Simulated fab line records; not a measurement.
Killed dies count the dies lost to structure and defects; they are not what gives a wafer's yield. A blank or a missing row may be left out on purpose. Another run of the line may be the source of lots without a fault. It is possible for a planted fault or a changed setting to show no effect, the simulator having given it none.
Problem report, 8D (eight disciplines) form, completed by code | flow sky130 | the parts of the form that need people (team, actions taken, sign-off) are left out

1. THE PROBLEM
At SKY_LOCAL_INTERCONNECT_COAT_05, spin speed rpm averages 3090.3 rpm over 9 wafers from 3 lots, while fault-free wafers read 3000.5 rpm, standard deviation 1.8. Measured from the usual mean, that is +50 standard deviations.
The step: resist thk 60 nm.
Seen first at day 32 21:50 on litho track-01, wafer L646.1. The record holds 21 wafers of 7 lots with a number at this step. Rule for "out", or "out of limits": more than 4 standard deviations from the usual mean. The rest of the wafers with a number are treated as sound.

2. WHAT IT IS AND WHAT IT IS NOT
question                    | is                     | is not
which readings at this step | spin speed rpm         | -
which lots                  | L646, L647, L648       | L639, L652, L655, L656
which wafers of those lots  | all that have a number | -
read on which tools         | litho track-01         | litho track-02, litho track-04
when                        | from day 32 21:50      | up to then (3 sound wafers); but 9 sound wafers of L652, L655, L656 came after

3. THE SUSPECTS, EACH WITH WHAT RULES IT OUT
Counting: a tool stays on the suspect list if, at a process step up to the reading, it processed all lots that are out and no sound lot following the first of them.
- litho track-01 at SKY_LOCAL_INTERCONNECT_COAT_05 (resist thk 60 nm): kept. It ran every lot that is out, first L646 (day 32 21:50), and no sound lot after that; its last sound lot up to then is L639 (day 31 05:07). Out on those wafers are its own readings of spin speed rpm.
The count leaves litho track-01 at SKY_LOCAL_INTERCONNECT_COAT_05.

4. THE CAUSE (what the simulator had put in)
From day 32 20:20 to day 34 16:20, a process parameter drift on litho track-01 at SKY_LOCAL_INTERCONNECT_COAT_05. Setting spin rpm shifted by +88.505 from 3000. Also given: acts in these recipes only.
Only this tool survived the counting.

5. THE CHAIN OF EFFECTS, in route order
Each row: a reading whose mean over the struck wafers that have a number lies more than 3 standard deviations from the usual. Only readings whose record carries a usual standard deviation are examined. hours: median over the lots of the time between each lot's start at the first step of this table that gives one and its start at this step. sigmas: the change, counted in usual standard deviations.
hours | step                           | reading        | usual      | on struck wafers | change | sigmas
0     | SKY_LOCAL_INTERCONNECT_COAT_05 | spin speed rpm | 3000.5 rpm | 3090.3           | +89.8  | +50
Here are the process steps it includes:
- SKY_LOCAL_INTERCONNECT_COAT_05: resist thk 60 nm.
Later measuring or inspecting steps at which every struck wafer that the step has a row for has a number for every such reading, and none has moved that far: SKY_LOCAL_INTERCONNECT_CD_MEAS_11, SKY_LOCAL_INTERCONNECT_OVL_MEAS_12.

6. HOW IT WOULD HAVE BEEN CAUGHT EARLIER
2 hours passed between the start of the fault at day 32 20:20 and the first reading out of limits in this record, taken at day 32 21:50.
